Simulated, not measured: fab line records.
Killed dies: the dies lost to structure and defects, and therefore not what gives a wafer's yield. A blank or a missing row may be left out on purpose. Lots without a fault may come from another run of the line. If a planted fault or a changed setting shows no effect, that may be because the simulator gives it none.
Which tool did it?	flow sky130	12 lots with 36 wafers sampled at 4 steps, on a route of 708 steps

WHAT EACH GAUGE READ, for each wafer
SKY_VT_ADJUST_LVTN_TW_MEAS_21.
lot	measured	on	VT_ADJUST_LVTN_2_TW
L715	day 8 05:16	film_metro-02	190.5 190.5 189.7
L716	day 8 08:03	film_metro-04	190.3 188.7 191.3
L717	day 8 12:38	film_metro-04	190.8 190.0 191.8
L718	day 8 16:29	film_metro-02	190.9 190.9 190.5
L719	day 8 23:14	film_metro-03	188.5 189.4 188.6
L723	day 10 05:21	film_metro-04	207.2 208.6 208.0
L725	day 10 18:53	film_metro-04	208.4 206.9 207.9
L729	day 11 23:25	film_metro-02	190.3 191.3 191.2
L731	day 12 14:14	film_metro-03	188.0 188.1 188.4
L733	day 13 01:43	film_metro-03	187.3 186.9 187.8
L734	day 13 09:41	film_metro-02	192.0 190.6 191.3
L735	day 13 20:07	film_metro-04	188.1 189.4 188.3

SKY_RES_PROTECT_TW_MEAS_08.
lot	measured	on	POLY_GATE_TW
L715	day 15 17:14	film_metro-04	4081 4066 4104
L716	day 15 21:46	film_metro-03	4009 4002 3998
L717	day 16 08:31	film_metro-04	4083 4065 4071
L718	day 16 08:10	film_metro-02	4060 4086 4089
L719	day 16 21:07	film_metro-04	4061 4063 4075
L723	day 18 07:31	film_metro-04	4114 4066 4071
L725	day 18 21:56	film_metro-02	4053 4041 4066
L729	day 21 02:13	film_metro-03	4018 4017 4013
L731	day 21 11:03	film_metro-02	4102 4101 4122
L733	day 21 17:20	film_metro-03	4036 4014 4008
L734	day 22 01:58	film_metro-03	3980 3981 3976
L735	day 22 15:28	film_metro-02	4092 4092 4062

TOOL THAT RAN EACH LOT (tool first, then ch and the chambers of the sampled wafers, then the start)
lot	SKY_VT_ADJUST_LVTN_IMPLANT_19	SKY_VT_ADJUST_HVTR_STRIP_10
L715	implanter-02 ch 0, day 8 05:02	plasma_asher-04 ch 0,1, day 10 00:55
L716	implanter-03 ch 0, day 8 07:48	plasma_asher-01 ch 0,1, day 10 03:21
L717	implanter-01 ch 0, day 8 12:24	plasma_asher-01 ch 0,1, day 10 08:15
L718	implanter-01 ch 0, day 8 16:14	plasma_asher-04 ch 0,1, day 10 13:04
L719	implanter-01 ch 0, day 8 22:59	plasma_asher-03 ch 0,1, day 10 20:25
L723	implanter-01 ch 0, day 10 05:07	plasma_asher-04 ch 0,1, day 12 04:37
L725	implanter-01 ch 0, day 10 18:41	plasma_asher-03 ch 0,1, day 12 18:17
L729	implanter-03 ch 0, day 11 23:11	plasma_asher-01 ch 0,1, day 14 02:01
L731	implanter-03 ch 0, day 12 14:02	plasma_asher-01 ch 0,1, day 14 17:44
L733	implanter-01 ch 0, day 13 01:30	plasma_asher-03 ch 0,1, day 15 05:51
L734	implanter-02 ch 0, day 13 09:27	plasma_asher-04 ch 1, day 15 13:39
L735	implanter-01 ch 0, day 13 19:53	plasma_asher-01 ch 0,1, day 16 00:57
- SKY_VT_ADJUST_LVTN_IMPLANT_19
- SKY_VT_ADJUST_HVTR_STRIP_10: strips in O2/N2.

AS READ BY THE TOOLS THEMSELVES (means over the sampled wafers that have a number; for cases with no such wafer, the mark the record gives instead)
SKY_VT_ADJUST_LVTN_IMPLANT_19.
lot	tool	dose_ions_cm2	faraday_current_uA
L715	implanter-02	6.493e+11	3.60
L716	implanter-03	6.495e+11	3.67
L717	implanter-01	6.499e+11	3.62
L718	implanter-01	6.505e+11	3.70
L719	implanter-01	6.505e+11	3.65
L723	implanter-01	8.978e+11	5.05
L725	implanter-01	8.974e+11	5.11
L729	implanter-03	6.508e+11	3.67
L731	implanter-03	6.501e+11	3.76
L733	implanter-01	6.503e+11	3.67
L734	implanter-02	6.507e+11	3.64
L735	implanter-01	6.500e+11	3.74

SKY_VT_ADJUST_HVTR_STRIP_10.
lot	tool	drypump_motor_current_A (A)	oes_product_au (a.u.)	strip_time_to_endpoint_s (s)
L715	plasma_asher-04	5.68	0.715	14.19
L716	plasma_asher-01	5.10	0.710	14.18
L717	plasma_asher-01	5.13	0.714	14.19
L718	plasma_asher-04	5.60	0.715	14.16
L719	plasma_asher-03	5.67	0.715	14.14
L723	plasma_asher-04	5.69	0.718	14.19
L725	plasma_asher-03	5.55	0.718	14.19
L729	plasma_asher-01	5.12	0.712	14.17
L731	plasma_asher-01	5.11	0.712	14.14
L733	plasma_asher-03	5.65	0.713	14.21
L734	plasma_asher-04	5.59	0.715	14.21
L735	plasma_asher-01	5.12	0.715	14.20

THE ANSWER, worked out from the rows above alone
Rule: what is usual is taken from the lots themselves. Put in order of their means at a reading, lots are off if they are a third of the lots or fewer, leave a main group of 4 or more, and stand apart from it by a gap of 3 or more times the standard deviation of the main group's means; of several such gaps the widest counts. Not used: any main group whose means are identical at the precision the tables above print for the reading. A lot without any number at a reading at which 4 lots or more have one is off too. Any other lot the step has rows for is counted as sound. After the gauges, taken in route order, come the tools' own readings; for these a lot's mean is taken, as printed above. The first step at which some lot is off is used, and at that step the reading that is off furthest; a lot without a number counts as furthest.
Off: L723, L725, at SKY_VT_ADJUST_LVTN_TW_MEAS_21 (VT_ADJUST_LVTN_2_TW). The main group has a mean of 189.7 with a standard deviation of 1.3.
A tool fits if, at a process step before that reading, it ran every lot that is off, and no sound lot after the first of them. Not tried: the gauges at SKY_VT_ADJUST_LVTN_TW_MEAS_21; whatever is off there is also off at SKY_VT_ADJUST_LVTN_IMPLANT_19, on other tools, and gauge error can't account for it. Not one of the candidates tried fits.

WHAT THE SIMULATOR HAD PUT IN
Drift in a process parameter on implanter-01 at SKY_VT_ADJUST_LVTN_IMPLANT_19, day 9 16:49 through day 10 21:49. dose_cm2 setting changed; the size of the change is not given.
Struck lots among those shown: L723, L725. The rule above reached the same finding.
